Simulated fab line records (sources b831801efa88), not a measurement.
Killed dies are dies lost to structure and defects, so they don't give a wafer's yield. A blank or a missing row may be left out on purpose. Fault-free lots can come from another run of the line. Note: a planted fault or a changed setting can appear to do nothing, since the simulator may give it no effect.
What tool caused it? | flow sky130 | 37 wafers from 13 lots sampled at 3 of the route's 708 steps

WHAT THE GAUGES SHOWED, per wafer
SKY_CONTACT_RS_MEAS_25: a four-point-probe measurement. Usual: CONTACT_W_RS 0.335 ohm/sq, standard deviation 0.007.
lot  | measured     | on            | CONTACT_W_RS (ohm/sq) | flag
L279 | day 32 06:06 | film metro-02 | 0.343 0.342 0.323     |
L278 | day 32 12:10 | film metro-02 | 0.338 0.339 0.338     |
L280 | day 32 15:26 | film metro-02 | 0.341 0.324 0.321     |
L281 | day 32 23:16 | film metro-01 | 0.336 0.336           |
L282 | day 33 13:45 | film metro-01 | 0.337 0.343           |
L292 | day 36 18:17 | film metro-02 | 0.325 0.341 0.339     |
L293 | day 36 20:37 | film metro-01 | 0.323 0.326 0.342     |
L294 | day 37 15:08 | film metro-02 | 0.321 0.337 0.339     |
L296 | day 37 22:15 | film metro-02 | 0.346 0.344 0.348     |
L297 | day 38 04:07 | film metro-02 | 0.334 0.336 0.339     |
L298 | day 38 08:25 | film metro-02 | 0.323 0.326 0.338     |
L299 | day 38 15:43 | film metro-01 | 0.325 0.342 0.326     |
L300 | day 38 20:25 | film metro-03 | 0.338 0.333 0.335     |

SKY_METAL1_THK_MEAS_06: measures by xrf. Usual: METAL1_ALCU_THK 249.4 nm, standard deviation 2.1.
lot  | measured     | on            | METAL1_ALCU_THK (nm) | flag
L279 | day 32 06:50 | film metro-02 | 251.4 251.0 252.9    |
L278 | day 32 12:53 | film metro-04 | 246.9 247.5 250.7    |
L280 | day 32 16:11 | film metro-03 | 251.7 251.3 251.2    |
L281 | day 32 23:59 | film metro-04 | 248.4 249.6          |
L282 | day 33 14:29 | film metro-04 | 250.9 252.7          |
L292 | day 36 19:01 | film metro-03 | 248.6 246.8 247.8    |
L293 | day 36 21:21 | film metro-02 | 249.1 253.3 248.1    |
L294 | day 37 15:52 | film metro-02 | 250.4 249.3 250.5    |
L296 | day 37 23:05 | film metro-02 | 251.4 250.1 250.2    |
L297 | day 38 04:50 | film metro-04 | 251.5 250.3 246.9    |
L298 | day 38 09:17 | film metro-03 | 246.0 249.7 250.3    |
L299 | day 38 16:28 | film metro-02 | 246.9 246.8 249.6    |
L300 | day 38 21:11 | film metro-04 | 246.2 248.3 246.7    |

WHAT TOOL EACH LOT RAN ON (gives the tool, then ch and the chambers of the sampled wafers, and finally the start)
lot  | SKY_METAL1_SPUTTER_02
L279 | pvd sputter-03, day 32 06:38
L278 | pvd sputter-02, day 32 12:40
L280 | pvd sputter-02, day 32 15:58
L281 | pvd sputter-03, day 32 23:46
L282 | pvd sputter-04, day 33 14:16
L292 | pvd sputter-03, day 36 18:47
L293 | pvd sputter-04, day 36 21:08
L294 | pvd sputter-04, day 37 15:40
L296 | pvd sputter-02, day 37 22:53
L297 | pvd sputter-04, day 38 04:37
L298 | pvd sputter-02, day 38 09:03
L299 | pvd sputter-02, day 38 16:15
L300 | pvd sputter-04, day 38 20:57
- SKY_METAL1_SPUTTER_02: material AlCu, target thk 250 nm, time 13.3 s.

WHAT THE TOOLS THEMSELVES READ (means of the sampled wafers that have a number; where no wafer has one, the mark that the record gives instead)
SKY_METAL1_SPUTTER_02. Usual: throttle valve pct 30.2 %, standard deviation 0.87.
lot  | tool           | throttle valve pct (%) | flag
L279 | pvd sputter-03 | 30.2                   |
L278 | pvd sputter-02 | 31.0                   |
L280 | pvd sputter-02 | 30.2                   |
L281 | pvd sputter-03 | 30.9                   |
L282 | pvd sputter-04 | 29.8                   |
L292 | pvd sputter-03 | 31.5                   |
L293 | pvd sputter-04 | 29.7                   |
L294 | pvd sputter-04 | 30.3                   |
L296 | pvd sputter-02 | 29.7                   |
L297 | pvd sputter-04 | 30.2                   |
L298 | pvd sputter-02 | 30.0                   |
L299 | pvd sputter-02 | 30.1                   |
L300 | pvd sputter-04 | 30.1                   |

THE ANSWER, worked out from the rows above alone
Rule: take the mean of a lot's wafers that have a number; if it is more than 3 standard deviations from the usual mean, the lot is off. A lot without any number at a reading at which 4 lots or more have one is off too. All remaining lots with rows at the step are treated as sound. Order of review: gauges by route order, followed by the tools' own readings, for which a lot's mean as printed above is used. At the first step where some lot is off, the reading lying furthest off is the one used; lots without a number count as furthest.
Across all readings shown, no lot is off: no conclusion can be drawn from this.

WHAT THE SIMULATOR HAD PUT IN
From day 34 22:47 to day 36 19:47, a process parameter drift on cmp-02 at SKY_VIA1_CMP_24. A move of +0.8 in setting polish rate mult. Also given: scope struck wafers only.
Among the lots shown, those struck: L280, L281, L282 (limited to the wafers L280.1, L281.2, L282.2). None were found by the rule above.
